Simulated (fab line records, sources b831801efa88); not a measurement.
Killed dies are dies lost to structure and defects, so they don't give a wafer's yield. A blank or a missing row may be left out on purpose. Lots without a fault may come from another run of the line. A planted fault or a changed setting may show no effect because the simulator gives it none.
Which tool did it? | flow sky130 | 13 lots, 39 wafers sampled, at 4 steps of a route of 708

WHAT THE GAUGES READ, wafer by wafer
SKY_VIA4_THK_MEAS_01. Usual: VIA4_HDPCVD_THK 1757 nm, standard deviation 21.
lot  | measured     | on            | VIA4_HDPCVD_THK (nm) | flag
L917 | day 42 03:49 | film_metro-03 | 1747 1732 1740       |
L918 | day 42 06:16 | film_metro-03 | 1744 1733 1742       |
L919 | day 42 17:30 | film_metro-03 | 1745 1726 1730       |
L920 | day 43 00:35 | film_metro-01 | 1737 1734 1747       |
L921 | day 43 00:58 | film_metro-03 | 1738 1745 1729       |
L922 | day 43 03:41 | film_metro-02 | 1773 1762 1765       |
L923 | day 43 16:46 | film_metro-03 | 1757 1748 1727       |
L926 | day 44 05:43 | film_metro-01 | 1747 1714 1749       |
L931 | day 45 14:31 | film_metro-01 | 1774 1766 1783       |
L932 | day 45 17:27 | film_metro-02 | 1766 1769 1805       |
L934 | day 46 07:04 | film_metro-01 | 1768 1746 1753       |
L937 | day 47 06:29 | film_metro-01 | 1755 1751 1748       |
L938 | day 47 10:36 | film_metro-01 | 1765 1710 1740       |

SKY_PASSIVATION_THK_MEAS_03. Usual: PASSIVATION_CVD_02_THK 541 nm, standard deviation 6.6.
lot  | measured     | on            | PASSIVATION_CVD_02_THK (nm) | flag
L917 | day 44 05:00 | film_metro-03 | 537 542 546                 |
L918 | day 44 07:52 | film_metro-04 | 530 542 543                 |
L919 | day 44 18:31 | film_metro-02 | 541 546 547                 |
L920 | day 45 00:46 | film_metro-02 | 545 538 551                 |
L921 | day 45 01:08 | film_metro-04 | 529 536 539                 |
L922 | day 45 03:11 | film_metro-04 | 538 550 547                 |
L923 | day 45 16:04 | film_metro-04 | 543 536 546                 |
L926 | day 46 04:02 | film_metro-03 | 543 542 551                 |
L931 | day 47 10:35 | film_metro-02 | 533 533 537                 |
L932 | day 47 13:52 | film_metro-03 | 536 539 548                 |
L934 | day 48 02:58 | film_metro-02 | 542 540 561                 |
L937 | day 48 22:50 | film_metro-03 | 529 540 542                 |
L938 | day 49 02:49 | film_metro-04 | 542 540 544                 |

WHICH TOOL RAN EACH LOT (tool, then ch and the chambers of the sampled wafers, then the start)
lot  | SKY_LOCAL_INTERCONNECT_METAL_ETCH_14 | SKY_METAL5_STRIP_16
L917 | rie_metal-04 ch 0,1, day 30 15:58    | plasma_asher-04 ch 0,1, day 44 03:57
L918 | rie_metal-04 ch 0,1, day 30 23:29    | plasma_asher-04 ch 0,1, day 44 06:54
L919 | rie_metal-04 ch 0,1, day 31 10:54    | plasma_asher-01 ch 0,1, day 44 17:36
L920 | rie_metal-01 ch 0,1, day 31 18:23    | plasma_asher-01 ch 0,1, day 44 23:52
L921 | rie_metal-04 ch 0,1, day 31 19:23    | plasma_asher-04 ch 0,1, day 45 00:13
L922 | rie_metal-02 ch 0,1, day 31 22:52    | plasma_asher-01 ch 0,1, day 45 02:16
L923 | rie_metal-02 ch 0, day 32 15:10      | plasma_asher-04 ch 1, day 45 15:07
L926 | rie_metal-01 ch 0,1, day 33 04:26    | plasma_asher-01 ch 1, day 46 03:08
L931 | rie_metal-01 ch 0,1, day 34 23:16    | plasma_asher-04 ch 0,1, day 47 09:42
L932 | rie_metal-01 ch 0,1, day 35 03:02    | plasma_asher-01 ch 0,1, day 47 12:53
L934 | rie_metal-01 ch 0,1, day 35 18:59    | plasma_asher-01 ch 0,1, day 48 02:01
L937 | rie_metal-02 ch 0,1, day 36 20:53    | plasma_asher-04 ch 0,1, day 48 21:56
L938 | rie_metal-02 ch 0,1, day 37 02:17    | plasma_asher-04 ch 0,1, day 49 01:47
- SKY_LOCAL_INTERCONNECT_METAL_ETCH_14: etches TiN in Cl2/BCl3, stops on PSG, target depth 110 nm, time 31.4 s.
- SKY_METAL5_STRIP_16: strips in O2/N2.

WHAT THE TOOLS THEMSELVES READ (means of the sampled wafers that have a number; where no wafer has one, the mark that the record gives instead)
SKY_LOCAL_INTERCONNECT_METAL_ETCH_14. Usual: drypump_motor_current_A 6.1 A, standard deviation 0.39; oes_product_au 0.942 a.u., standard deviation 0.0073; throttle_valve_pct 21.900 %, standard deviation 0.0097.
lot  | tool         | drypump_motor_current_A (A) | oes_product_au (a.u.) | throttle_valve_pct (%) | flag
L917 | rie_metal-04 | 5.7                         | 0.934                 | 21.907                 |
L918 | rie_metal-04 | 5.8                         | 0.943                 | 21.896                 |
L919 | rie_metal-04 | 5.6                         | 0.941                 | 21.892                 |
L920 | rie_metal-01 | 6.6                         | 0.949                 | 21.913                 |
L921 | rie_metal-04 | 5.6                         | 0.946                 | 21.902                 |
L922 | rie_metal-02 | 5.9                         | 0.940                 | 21.907                 |
L923 | rie_metal-02 | 6.0                         | 0.951                 | 21.889                 |
L926 | rie_metal-01 | 6.6                         | 0.957                 | 21.899                 |
L931 | rie_metal-01 | 6.6                         | 0.932                 | 21.899                 |
L932 | rie_metal-01 | 6.6                         | 0.943                 | 21.894                 |
L934 | rie_metal-01 | 6.6                         | 0.938                 | 21.904                 |
L937 | rie_metal-02 | 5.9                         | 0.939                 | 21.893                 |
L938 | rie_metal-02 | 5.9                         | 0.943                 | 21.895                 |

SKY_METAL5_STRIP_16. Usual: drypump_motor_current_A 5.73 A, standard deviation 0.27; oes_product_au 0.711 a.u., standard deviation 0.0039; strip_time_to_endpoint_s 13.07 s, standard deviation 0.15.
lot  | tool            | drypump_motor_current_A (A) | oes_product_au (a.u.) | strip_time_to_endpoint_s (s) | flag
L917 | plasma_asher-04 | 5.60                        | 0.712                 | 13.04                        |
L918 | plasma_asher-04 | 5.41                        | 0.713                 | 13.01                        |
L919 | plasma_asher-01 | 5.72                        | 0.708                 | 13.13                        |
L920 | plasma_asher-01 | 5.71                        | 0.711                 | 13.05                        |
L921 | plasma_asher-04 | 5.58                        | 0.713                 | 13.03                        |
L922 | plasma_asher-01 | 5.72                        | 0.708                 | 13.21                        |
L923 | plasma_asher-04 | 5.27                        | 0.711                 | 13.15                        |
L926 | plasma_asher-01 | 6.02                        | 0.708                 | 12.95                        |
L931 | plasma_asher-04 | 5.42                        | 0.709                 | 13.01                        |
L932 | plasma_asher-01 | 5.71                        | 0.706                 | 13.07                        |
L934 | plasma_asher-01 | 5.86                        | 0.709                 | 12.80                        |
L937 | plasma_asher-04 | 5.41                        | 0.712                 | 13.12                        |
L938 | plasma_asher-04 | 5.57                        | 0.713                 | 12.91                        |

THE ANSWER, worked out from the rows above alone
Rule: a lot is off if the mean of its wafers that have a number lies more than 3 standard deviations from the usual mean. A lot without any number at a reading at which 4 lots or more have one is off too. The other lots that the step has rows for count as sound. The gauges are gone through in route order, then the tools' own readings, and for those a lot's mean is taken as printed above. The first step at which some lot is off is used, and at that step the reading that is off furthest; a lot without a number counts as furthest.
No lot is off at any reading shown: from this, nothing can be told.

WHAT THE SIMULATOR HAD PUT IN
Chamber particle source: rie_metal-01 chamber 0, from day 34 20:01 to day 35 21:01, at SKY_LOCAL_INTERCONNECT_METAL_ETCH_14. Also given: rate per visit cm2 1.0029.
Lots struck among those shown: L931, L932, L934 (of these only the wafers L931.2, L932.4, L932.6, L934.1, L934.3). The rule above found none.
